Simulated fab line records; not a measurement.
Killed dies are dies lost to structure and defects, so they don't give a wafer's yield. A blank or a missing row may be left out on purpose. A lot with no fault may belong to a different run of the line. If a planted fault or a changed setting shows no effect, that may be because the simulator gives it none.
What tool caused it? -- flow gf180mcu -- Sampling: 12 lots, 36 wafers, 7 of 602 route steps

WHAT EACH GAUGE READ, for each wafer
GF_STI_THK_MEAS_04.
lot,measured,on,STI_CVD_03_THK (nm)
L490,day 1 23:34,film_metro-02,207.6 209.0 208.0
L496,day 3 05:34,film_metro-04,209.5 208.7 208.6
L498,day 3 15:37,film_metro-04,205.4 206.5 206.1
L499,day 3 20:41,film_metro-04,206.0 206.8 207.1
L503,day 4 16:34,film_metro-02,208.1 210.0 208.7
L504,day 4 21:46,film_metro-01,206.5 206.8 207.3
L505,day 5 02:37,film_metro-01,205.0 203.3 206.3
L506,day 5 07:34,film_metro-04,207.1 209.5 208.5
L507,day 5 14:39,film_metro-02,211.1 211.6 211.7
L509,day 6 00:31,film_metro-04,204.8 205.7 206.3
L510,day 6 04:34,film_metro-04,209.9 207.4 208.5
L511,day 6 08:34,film_metro-04,207.6 206.3 206.2

GF_POLY_GATE_THK_MEAS_01.
lot,measured,on,POLY_GATE_CVD_00_THK (nm)
L490,day 9 02:31,film_metro-01,198.5 197.1 198.0
L496,day 10 19:58,film_metro-04,200.3 199.4 199.9
L498,day 11 15:02,film_metro-03,203.4 203.6 201.6
L499,day 11 17:28,film_metro-03,198.1 196.7 197.6
L503,day 12 21:04,film_metro-01,199.5 199.5 197.8
L504,day 13 03:54,film_metro-03,202.2 200.9 199.6
L505,day 13 08:08,film_metro-03,200.8 203.7 202.6
L506,day 13 15:29,film_metro-01,200.9 200.0 202.1
L507,day 14 00:07,film_metro-01,201.9 201.1 199.6
L509,day 14 15:44,film_metro-03,200.7 200.8 201.0
L510,day 15 00:40,film_metro-03,202.2 201.0 201.0
L511,day 15 03:24,film_metro-04,199.2 199.3 199.0

GF_HV_LDD_CD_MEAS_19: target cd 400 nm.
lot,measured,on,cd_nm (nm)
L490,day 11 10:26,cd_sem-01,397.9 399.6 399.0
L496,day 13 08:38,cd_sem-02,396.4 398.0 398.1
L498,day 14 04:13,cd_sem-02,- - -
L499,day 14 05:48,cd_sem-01,399.3 400.3 401.1
L503,day 15 14:46,cd_sem-02,397.4 394.1 393.6
L504,day 15 20:22,cd_sem-01,401.3 399.6 399.6
L505,day 16 02:25,cd_sem-01,401.4 400.2 398.6
L506,day 16 09:16,cd_sem-01,399.7 397.4 399.9
L507,day 16 18:38,cd_sem-02,396.6 399.4 396.3
L509,day 17 11:07,cd_sem-01,396.8 395.0 397.1
L510,day 17 21:02,cd_sem-01,398.4 398.3 398.6
L511,day 18 02:35,cd_sem-02,393.4 392.1 393.4

GF_HV_LDD_TW_MEAS_23.
lot,measured,on,HV_LDD_2_TW
L490,day 11 10:50,film_metro-02,1038 1048 1042
L496,day 13 09:02,film_metro-01,1057 1064 1061
L498,day 14 04:37,film_metro-02,29 29 29
L499,day 14 06:11,film_metro-01,1068 1068 1069
L503,day 15 15:09,film_metro-01,1065 1068 1072
L504,day 15 20:45,film_metro-02,1048 1046 1049
L505,day 16 02:49,film_metro-03,1087 1087 1089
L506,day 16 09:40,film_metro-02,1051 1043 1050
L507,day 16 19:01,film_metro-01,1068 1061 1059
L509,day 17 11:30,film_metro-01,1070 1066 1068
L510,day 17 21:25,film_metro-03,1085 1088 1093
L511,day 18 02:59,film_metro-02,1048 1047 1048

GF_HV_LDD_TW_MEAS_38.
lot,measured,on,HV_LDD_3_TW
L490,day 12 06:47,film_metro-01,1438 1446 1433
L496,day 14 05:43,film_metro-02,1393 1402 1394
L498,day 15 02:31,film_metro-03,1623 1631 1630
L499,day 15 03:40,film_metro-01,1436 1438 1433
L503,day 16 13:55,film_metro-02,1412 1413 1416
L504,day 16 19:45,film_metro-03,1469 1463 1462
L505,day 17 01:13,film_metro-01,1433 1437 1435
L506,day 17 08:29,film_metro-01,1438 1443 1441
L507,day 17 18:26,film_metro-03,1465 1462 1470
L509,day 18 11:09,film_metro-03,1460 1454 1460
L510,day 18 21:35,film_metro-01,1428 1431 1431
L511,day 19 03:32,film_metro-03,1460 1457 1452

EACH LOT AND THE TOOL THAT RAN IT (in order: tool; ch and the chambers of the sampled wafers; start)
lot,GF_STI_ETCH_13,GF_HV_LDD_EXPOSE_16
L490,"rie_diel-03 ch 0,1,2, day 2 11:17","iline_stepper-01 ch 0, day 11 01:07"
L496,"rie_diel-02 ch 1,2,3, day 3 18:56","iline_stepper-01 ch 0, day 12 22:21"
L498,"rie_diel-02 ch 0,2,3, day 4 04:59","iline_stepper-02 ch 0, day 13 17:49"
L499,"rie_diel-02 ch 0,1, day 4 10:20","iline_stepper-02 ch 0, day 13 19:30"
L503,"rie_diel-03 ch 0,2,3, day 5 06:38","iline_stepper-02 ch 0, day 15 03:45"
L504,"rie_diel-03 ch 1,2, day 5 11:53","iline_stepper-02 ch 0, day 15 09:55"
L505,"rie_diel-02 ch 1,2,3, day 5 16:53","iline_stepper-01 ch 0, day 15 15:28"
L506,"rie_diel-02 ch 0,2,3, day 5 21:14","iline_stepper-02 ch 0, day 15 22:19"
L507,"rie_diel-03 ch 0,1,3, day 6 04:59","iline_stepper-01 ch 0, day 16 07:34"
L509,"rie_diel-04 ch 0,1,3, day 6 15:59","iline_stepper-02 ch 0, day 16 23:54"
L510,"rie_diel-02 ch 0,1, day 6 19:38","iline_stepper-01 ch 0, day 17 09:45"
L511,"rie_diel-02 ch 0,3, day 7 00:29","iline_stepper-02 ch 0, day 17 15:31"
- GF_STI_ETCH_13: etches the open film in CHF3/O2, stops on Si, target depth 282.31 nm, time 112.9 s.
- GF_HV_LDD_EXPOSE_16: exposes mask Pplus LV AREA, target cd 400 nm.

AS READ BY THE TOOLS THEMSELVES (means over the sampled wafers that have a number; for cases with no such wafer, the mark the record gives instead)
GF_STI_ETCH_13.
lot,tool,bias_w (W),drypump_motor_current_A (A),oes_product_au (a.u.),throttle_valve_pct (%)
L490,rie_diel-03,199.4,5.4,0.839,8.809
L496,rie_diel-02,200.3,6.0,0.836,8.813
L498,rie_diel-02,200.2,6.2,0.830,8.807
L499,rie_diel-02,199.7,5.4,0.830,8.798
L503,rie_diel-03,200.3,5.3,0.838,8.804
L504,rie_diel-03,199.7,5.5,0.833,8.798
L505,rie_diel-02,200.0,6.0,0.831,8.803
L506,rie_diel-02,199.9,6.2,0.833,8.811
L507,rie_diel-03,199.7,5.6,0.841,8.819
L509,rie_diel-04,199.7,5.8,0.832,8.810
L510,rie_diel-02,200.5,5.3,0.832,8.813
L511,rie_diel-02,200.0,6.1,0.834,8.810

THE ANSWER, worked out from the rows above alone
Rule: usual is defined by the lots themselves. Put in order of their means at a reading, lots are off if they are a third of the lots or fewer, leave a main group of 4 or more, and stand apart from it by a gap of 3 or more times the standard deviation of the main group's means; of several such gaps the widest counts. The tables above print the reading to a certain number of digits; a main group whose means all agree to those digits is not used. Also off: a lot with no number at a reading for which 4 or more lots have one. All remaining lots with rows at the step are treated as sound. Order of review: gauges by route order, followed by the tools' own readings, for which a lot's mean as printed above is used. The first step at which some lot is off is used, and at that step the reading that is off furthest; a lot without a number counts as furthest.
Off, at GF_HV_LDD_CD_MEAS_19 on cd_nm: L498. Without a number there: L498. The main group has a mean of 397.8 nm with a standard deviation of 2.2.
If a tool, at a process step before that reading, ran all the lots that are off and no sound lot after the first of them, it fits. Not tried: the gauges at GF_HV_LDD_CD_MEAS_19; whatever is off there is also off at GF_HV_LDD_TW_MEAS_23, on other tools, and gauge error can't account for it. Of those tried, none fits.

WHAT THE SIMULATOR HAD PUT IN
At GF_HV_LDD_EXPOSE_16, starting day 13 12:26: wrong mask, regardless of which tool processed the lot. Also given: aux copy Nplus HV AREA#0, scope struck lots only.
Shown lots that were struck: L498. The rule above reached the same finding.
